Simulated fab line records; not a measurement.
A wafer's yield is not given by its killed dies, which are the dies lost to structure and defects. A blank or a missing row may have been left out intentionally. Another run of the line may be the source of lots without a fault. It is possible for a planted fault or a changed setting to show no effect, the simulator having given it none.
Comparing a struck lot with a sound one	flow sky130	18 steps out of a route of 708
Sound: wafers L342.1, L342.5, L342.6. Wafers struck: L358.3, L358.4, L358.5. The cause comes at the end.
For every step that has rows: the tool of each side, followed by ch and its chambers, followed by its first start. Under that, the readings that differ: sound wafers	struck wafers	difference of the means	sigmas: that difference in standard deviations of wafers without a fault.
alike: same words and numbers on both sides, and readings whose means sit less than 2 such deviations apart. not compared: any withheld reading, any reading some wafer has no value for, any bound like >300 that may hide the same value, and any number with overlapping values for which the record gives no deviation.
A row with sigmas, a row that says differs or no value, or rows on one side alone: a step with any of these is where the two part. Numbers that have no deviation but don't overlap get no sigmas and don't part them. A reading missing from all wafers of one side parts the sides only when that side holds two or more wafers.

SKY_METAL4_SPUTTER_02: material AlCu, target thk 735 nm, time 38.4 s.
  struck on pvd sputter-02, day 45 09:14; sound on pvd sputter-04, day 40 16:59
  alike: throttle valve pct
SKY_METAL4_SPUTTER_03: material Ti, target thk 5 nm, time 3.3 s.
  struck on pvd sputter-02, day 45 09:16; sound on pvd sputter-04, day 40 17:01
  alike: throttle valve pct
SKY_METAL4_SPUTTER_04: material TiN, target thk 70 nm, time 58.3 s.
  struck on pvd sputter-02, day 45 09:17; sound on pvd sputter-04, day 40 17:02
  alike: throttle valve pct
SKY_CAP2M_CVD_00: deposits SiO2, target thk 15.5 nm.
  sound on pecvd-01 ch 0,1, day 40 17:05; struck on pecvd-01 ch 0,2, day 45 09:20
  alike: heater power w
SKY_CAP2M_THK_MEAS_01:
  struck on film metro-04, day 45 09:22; sound on film metro-02, day 40 17:07
  alike: CAP2M_CVD_00_THK
SKY_CAP2M_SPUTTER_02: material TiN, target thk 200 nm, time 166.7 s.
  struck on pvd sputter-03, day 45 09:25; sound on pvd sputter-03, day 40 17:10
  alike: throttle valve pct
SKY_CAP2M_RS_MEAS_03: measurement is done with a four-point probe.
  struck on film metro-04, day 45 09:34; sound on film metro-01, day 40 17:17
reading	sound	struck	difference	sigmas
CAP2M_TIN_RS (ohm/sq)	6.93 6.97 6.92	6.80 6.77 6.76	-0.16	-2
SKY_CAP2M_THK_MEAS_04: measures by xrf.
  struck on film metro-04, day 45 09:40; sound on film metro-01, day 40 17:24
reading	sound	struck	difference	sigmas
CAP2M_TIN_THK (nm)	194.8 195.1 196.0	203.3 203.7 202.4	+7.8	+4
then, 4 steps without rows for these wafers: SKY_CAP2M_DEHYDRATE_05 (time 60 s); SKY_CAP2M_HMDS_06 (prime time 60 s); SKY_CAP2M_COAT_07 (resist thk 1140 nm); SKY_CAP2M_SOFTBAKE_08 (time 60 s).
SKY_CAP2M_EXPOSE_09: exposes mask CAP2M, target cd 1000 nm.
  sound on iline stepper-02 ch 0, day 41 05:38; struck on iline stepper-02 ch 0, day 45 19:44
  alike: mask
then, 2 steps without rows for these wafers: SKY_CAP2M_PEB_10; SKY_CAP2M_DEVELOP_11 (develop time 60 s).
SKY_CAP2M_OVL_MEAS_12:
  struck on overlay-01, day 46 06:22; sound on overlay-02, day 41 16:37
  alike: CAP2M_OVL
SKY_CAP2M_METAL_ETCH_13: etches TiN in Cl2/BCl3, stops on SiO2, target depth 220 nm, time 62.9 s.
  sound on rie metal-04 ch 1, day 41 16:39; struck on rie metal-01 ch 0,1, day 46 06:25
reading	sound	struck	difference	sigmas
drypump motor current A (A)	4.9 4.9 4.9	6.3 6.3 6.3	+1.4	+2
throttle valve pct (%)	21.905 21.922 21.907	21.886 21.890 21.881	-0.026	-3
model.CAP2M.cd nm (nm)	995.1 998.2 997.5	985.1 988.7 989.2	-9.3	
  alike: oes product au
  not compared: rf hours counter h
then, 1 step without rows for these wafers: SKY_CAP2M_STRIP_14 (strips in O2/N2).

== WHERE THEY PART ==
Earliest at SKY_CAP2M_RS_MEAS_03; latest, in this record, at SKY_CAP2M_METAL_ETCH_13.

WHY: what had been put in by the simulator
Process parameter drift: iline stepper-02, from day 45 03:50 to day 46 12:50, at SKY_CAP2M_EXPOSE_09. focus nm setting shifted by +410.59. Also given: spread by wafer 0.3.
